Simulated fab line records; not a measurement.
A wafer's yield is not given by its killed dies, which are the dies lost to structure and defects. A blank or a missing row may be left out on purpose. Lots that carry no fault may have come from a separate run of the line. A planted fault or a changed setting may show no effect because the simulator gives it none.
fab line records / flow sky130
record: lots: 5 wafers: 15 last_day: 50
route steps=708 shown FIELD_ISO@27 NWELL@32 DNWELL@35
lots untouched by any fault: they come from a run of this same line in which no faults occurred
start_h: hours from the record's opening day to when the first of the lot's shown wafers began / wait_h: hours from the lot's prior step to this one / " identical to the entry in the row above / L1.1+2: one row covering several wafers at once / - no value, or no start was given / * or withheld: withheld / < > ~ a bound
route shown NAME@n: NAME is a module with steps in the file, n the number in the route of the first one / usual: the fault-free wafers' mean and standard deviation / same: alike in all rows / chamber/n: place in a boat / sites: each site's reading / _std_site: their standard deviation / _edge_site: the outer-site mean with the inner-site mean subtracted / radius_mm: for every site, how far away it sits from the centre of the wafer / mask NAME#n: copy n / behind: the last tool/chamber to shape the wafer / hold: what put the lot on hold/how long, in hours/how the hold closed / device: the n, p or np transistor that did not switch / end of line: the tests these same wafers got at the end of their route / step lacking rows: just its recipe / killed: at the first sort, the dies lost to defects and structure; wafer yield is something else / map: a wafer's dies, marking killed ones x, the rest . and places with no die _
set.NAME: setting as actually run; set.NAME@STEP: the setting as run at that earlier step / model.NAME: the simulator's own value behind a step, which no gauge read
lots at selected steps of the route; one table per step, one row per wafer
services: from which hour (start_h, from the record's first day; less than 0 if before it) a tool's chamber was out of use, for how many hours, and why
== steps ==
step: SKY_FIELD_ISO_ANNEAL_26
recipe: temp_c: 1000 time_s: 1800 ambient: N2
step: SKY_FIELD_ISO_CMP_27
recipe: stop_on: Si3N4 t_overpolish_s: 16 down_force_psi: 4 platen_rpm: 60 target_thk_nm: 457.8 pad_velocity_m_s: 0.94248
usual: motor_current_A: 12.4/1.3 overpolish_run_s: 16.000/0.0095 time_to_endpoint_s: 110/4.2
lot.wafer=L676.3 tool=cmp-01 chamber=0 start_h=56.70 wait_h=0.1 motor_current_A=13.6 overpolish_run_s=15.994 time_to_endpoint_s=112
lot.wafer=L676.2 tool=cmp-01 chamber=1 start_h=56.70 wait_h=0.1 motor_current_A=12.5 overpolish_run_s=15.986 time_to_endpoint_s=112
lot.wafer=L676.5 tool=cmp-01 chamber=3 start_h=56.70 wait_h=0.1 motor_current_A=12.0 overpolish_run_s=15.999 time_to_endpoint_s=108
lot.wafer=L678.1 tool=cmp-02 chamber=1 start_h=68.90 wait_h=0.1 motor_current_A=12.9 overpolish_run_s=15.996 time_to_endpoint_s=113
lot.wafer=L678.2 tool=cmp-02 chamber=2 start_h=68.90 wait_h=0.1 motor_current_A=11.1 overpolish_run_s=16.008 time_to_endpoint_s=115
lot.wafer=L678.5 tool=cmp-02 chamber=0 start_h=68.90 wait_h=0.1 motor_current_A=11.9 overpolish_run_s=16.008 time_to_endpoint_s=115
lot.wafer=L680.2 tool=cmp-01 chamber=2 start_h=76.00 wait_h=0.0 motor_current_A=10.0 overpolish_run_s=15.989 time_to_endpoint_s=112
lot.wafer=L680.4 tool=cmp-01 chamber=0 start_h=76.00 wait_h=0.0 motor_current_A=14.4 overpolish_run_s=15.999 time_to_endpoint_s=117
lot.wafer=L680.5 tool=cmp-01 chamber=2 start_h=76.00 wait_h=0.0 motor_current_A=10.0 overpolish_run_s=16.005 time_to_endpoint_s=114
lot.wafer=L693.4 tool=cmp-01 chamber=3 start_h=146.38 wait_h=0.0 motor_current_A=12.1 overpolish_run_s=15.997 time_to_endpoint_s=107
lot.wafer=L693.2 tool=cmp-01 chamber=1 start_h=146.38 wait_h=0.0 motor_current_A=12.0 overpolish_run_s=15.985 time_to_endpoint_s=102
lot.wafer=L693.5 tool=cmp-01 chamber=0 start_h=146.38 wait_h=0.0 motor_current_A=13.3 overpolish_run_s=16.003 time_to_endpoint_s=106
lot.wafer=L694.1 tool=cmp-02 chamber=0 start_h=147.88 wait_h=0.0 motor_current_A=11.7 overpolish_run_s=16.020 time_to_endpoint_s=101
lot.wafer=L694.4 tool=cmp-02 chamber=1 start_h=147.88 wait_h=0.0 motor_current_A=12.6 overpolish_run_s=15.997 time_to_endpoint_s=105
lot.wafer=L694.2 tool=cmp-02 chamber=2 start_h=147.88 wait_h=0.0 motor_current_A=11.4 overpolish_run_s=16.002 time_to_endpoint_s=105
step: SKY_FIELD_ISO_WET_ETCH_28
recipe: chemistry: dHF target_depth_nm: 23.7 target: SiO2 dilution: 10:1 temp_c: 25 time_s: 47
step: SKY_FIELD_ISO_WET_ETCH_29
recipe: chemistry: H3PO4 target_depth_nm: 160 target: Si3N4 temp_c: 160 time_s: 1825
step: SKY_FIELD_ISO_WET_ETCH_30
recipe: chemistry: dHF target_depth_nm: 25 target: SiO2 dilution: 10:1 temp_c: 25 time_s: 50
step: SKY_NWELL_CLEAN_00
recipe: chemistry: SC1/SC2 mix: 1:4:20 temp_c: 70 time_s: 150 dry: n2_spin
step: SKY_NWELL_OXIDATION_01
recipe: temp_c: 900 ambient: O2 stabilise_s: 600 purge_s: 300 target_thk_a: 100 ox_time_s: 1418
step: SKY_NWELL_THK_MEAS_02
recipe: reads: SiO2_of_NWELL_OXIDATION_01
usual: NWELL_OXIDATION_THK: 9.98/0.19
lot.wafer=L676.2 tool=film_metro-03 chamber=- start_h=58.96 wait_h=0.0 NWELL_OXIDATION_THK[nm]=10.26
lot.wafer=L676.3 tool=film_metro-03 chamber=- start_h=58.96 wait_h=0.0 NWELL_OXIDATION_THK[nm]=10.09
lot.wafer=L676.5 tool=film_metro-03 chamber=- start_h=58.96 wait_h=0.0 NWELL_OXIDATION_THK[nm]=10.23
lot.wafer=L678.1 tool=film_metro-03 chamber=- start_h=72.06 wait_h=0.0 NWELL_OXIDATION_THK[nm]=9.86
lot.wafer=L678.2 tool=film_metro-03 chamber=- start_h=72.06 wait_h=0.0 NWELL_OXIDATION_THK[nm]=9.58
lot.wafer=L678.5 tool=film_metro-03 chamber=- start_h=72.06 wait_h=0.0 NWELL_OXIDATION_THK[nm]=9.56
lot.wafer=L680.2 tool=film_metro-03 chamber=- start_h=78.83 wait_h=0.0 NWELL_OXIDATION_THK[nm]=10.45
lot.wafer=L680.4 tool=film_metro-03 chamber=- start_h=78.83 wait_h=0.0 NWELL_OXIDATION_THK[nm]=10.28
lot.wafer=L680.5 tool=film_metro-03 chamber=- start_h=78.83 wait_h=0.0 NWELL_OXIDATION_THK[nm]=10.31
lot.wafer=L694.1 tool=film_metro-03 chamber=- start_h=150.32 wait_h=0.0 NWELL_OXIDATION_THK[nm]=9.87
lot.wafer=L694.2 tool=film_metro-03 chamber=- start_h=150.32 wait_h=0.0 NWELL_OXIDATION_THK[nm]=9.85
lot.wafer=L694.4 tool=film_metro-03 chamber=- start_h=150.32 wait_h=0.0 NWELL_OXIDATION_THK[nm]=9.72
lot.wafer=L693.2 tool=film_metro-01 chamber=- start_h=150.33 wait_h=0.0 NWELL_OXIDATION_THK[nm]=9.81
lot.wafer=L693.4 tool=film_metro-01 chamber=- start_h=150.33 wait_h=0.0 NWELL_OXIDATION_THK[nm]=9.85
lot.wafer=L693.5 tool=film_metro-01 chamber=- start_h=150.33 wait_h=0.0 NWELL_OXIDATION_THK[nm]=9.88
step: SKY_DNWELL_DEHYDRATE_00
recipe: temp_c: 200 time_s: 60
step: SKY_DNWELL_HMDS_01
recipe: prime_time_s: 60 prime_temp_c: 120
step: SKY_DNWELL_COAT_02
recipe: spin_rpm: 2000 resist_thk_nm: 3000
step: SKY_DNWELL_SOFTBAKE_03
recipe: temp_c: 110 time_s: withheld
step: SKY_DNWELL_EXPOSE_04
recipe: mask_id: DNM na: 0.57 target_cd_nm: 3000 dose_mj: 222
usual: exposure_dose_mJ_cm2: 222.01/0.24 stage_vel_mm_s: 500.03/0.22
lot.wafer=L676.2 tool=iline_stepper-02 chamber=0 start_h=67.27 wait_h=- mask=DNM#0 exposure_dose_mJ_cm2=221.96 stage_vel_mm_s=499.99
lot.wafer=L676.3 tool=iline_stepper-02 chamber=0 start_h=67.27 wait_h=- mask=DNM#0 exposure_dose_mJ_cm2=221.70 stage_vel_mm_s=500.13
lot.wafer=L676.5 tool=iline_stepper-02 chamber=0 start_h=67.27 wait_h=- mask=DNM#0 exposure_dose_mJ_cm2=222.03 stage_vel_mm_s=500.30
lot.wafer=L678.1 tool=iline_stepper-02 chamber=0 start_h=80.62 wait_h=- mask=DNM#0 exposure_dose_mJ_cm2=222.37 stage_vel_mm_s=500.54
lot.wafer=L678.2 tool=iline_stepper-02 chamber=0 start_h=80.62 wait_h=- mask=DNM#0 exposure_dose_mJ_cm2=222.37 stage_vel_mm_s=500.19
lot.wafer=L678.5 tool=iline_stepper-02 chamber=0 start_h=80.62 wait_h=- mask=DNM#0 exposure_dose_mJ_cm2=222.08 stage_vel_mm_s=500.23
lot.wafer=L680.2 tool=iline_stepper-02 chamber=0 start_h=87.56 wait_h=- mask=DNM_R1#0 exposure_dose_mJ_cm2=222.09 stage_vel_mm_s=499.98
lot.wafer=L680.4 tool=iline_stepper-02 chamber=0 start_h=87.56 wait_h=- mask=DNM_R1#0 exposure_dose_mJ_cm2=222.20 stage_vel_mm_s=500.09
lot.wafer=L680.5 tool=iline_stepper-02 chamber=0 start_h=87.56 wait_h=- mask=DNM_R1#0 exposure_dose_mJ_cm2=222.36 stage_vel_mm_s=500.22
lot.wafer=L693.2 tool=iline_stepper-02 chamber=0 start_h=160.18 wait_h=- mask=DNM#0 exposure_dose_mJ_cm2=221.94 stage_vel_mm_s=500.25
lot.wafer=L693.4 tool=iline_stepper-02 chamber=0 start_h=160.18 wait_h=- mask=DNM#0 exposure_dose_mJ_cm2=222.14 stage_vel_mm_s=500.15
lot.wafer=L693.5 tool=iline_stepper-02 chamber=0 start_h=160.18 wait_h=- mask=DNM#0 exposure_dose_mJ_cm2=221.78 stage_vel_mm_s=500.10
lot.wafer=L694.1 tool=iline_stepper-02 chamber=0 start_h=160.28 wait_h=- mask=DNM#0 exposure_dose_mJ_cm2=222.18 stage_vel_mm_s=500.00
lot.wafer=L694.2 tool=iline_stepper-02 chamber=0 start_h=160.28 wait_h=- mask=DNM#0 exposure_dose_mJ_cm2=222.04 stage_vel_mm_s=499.72
lot.wafer=L694.4 tool=iline_stepper-02 chamber=0 start_h=160.28 wait_h=- mask=DNM#0 exposure_dose_mJ_cm2=222.09 stage_vel_mm_s=499.74
step: SKY_DNWELL_PEB_05
recipe: temp_c: 115 time_s: withheld
== services ==
tool=cmp-02 chamber=- start_h=35.08 hours=5.0 kind=repair
tool=cmp-02 chamber=- start_h=43.88 hours=5.0 kind=pm
tool=cmp-02 chamber=- start_h=64.00 hours=4.0 kind=pm
tool=cmp-02 chamber=- start_h=68.00 hours=- kind=consumable_replace:conditioner
tool=cmp-02 chamber=- start_h=68.00 hours=- kind=consumable_replace:pad
tool=iline_stepper-02 chamber=0 start_h=87.77 hours=- kind=calibration
tool=iline_stepper-02 chamber=- start_h=90.81 hours=1.7 kind=pm
tool=iline_stepper-02 chamber=- start_h=101.15 hours=4.4 kind=pm
tool=cmp-01 chamber=- start_h=102.10 hours=7.1 kind=pm
tool=cmp-02 chamber=- start_h=155.60 hours=0.8 kind=repair
== key ==
first_sign: step: SKY_DNWELL_EXPOSE_04 reading: mask direction: changed
effect none on later readings
met_at SKY_DNWELL_EXPOSE_04
struck_wafers L680.2,L680.4,L680.5
sort_left_out L680.2,L680.4,L680.5
tester_left_out L680
onset_between 80.62 87.56
fault: kind: wrong_mask tool: any chamber: - onset_h: 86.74 steps: SKY_DNWELL_EXPOSE_04 aux_copy: DNM_R1#0 cd_offset_nm: -600 scope: struck_lots_only
tester_left_out: of these lots the tester's yield and bins aren't shown, on N5 and GAA mostly nor the transistor test; their killed dies are dies lost to structure and defects alone, not to doping, threshold or leakage, so they don't give the yield
sort_left_out: the simulated sort isn't trusted on such a fault, so these wafers' sort isn't shown, and their yield isn't known
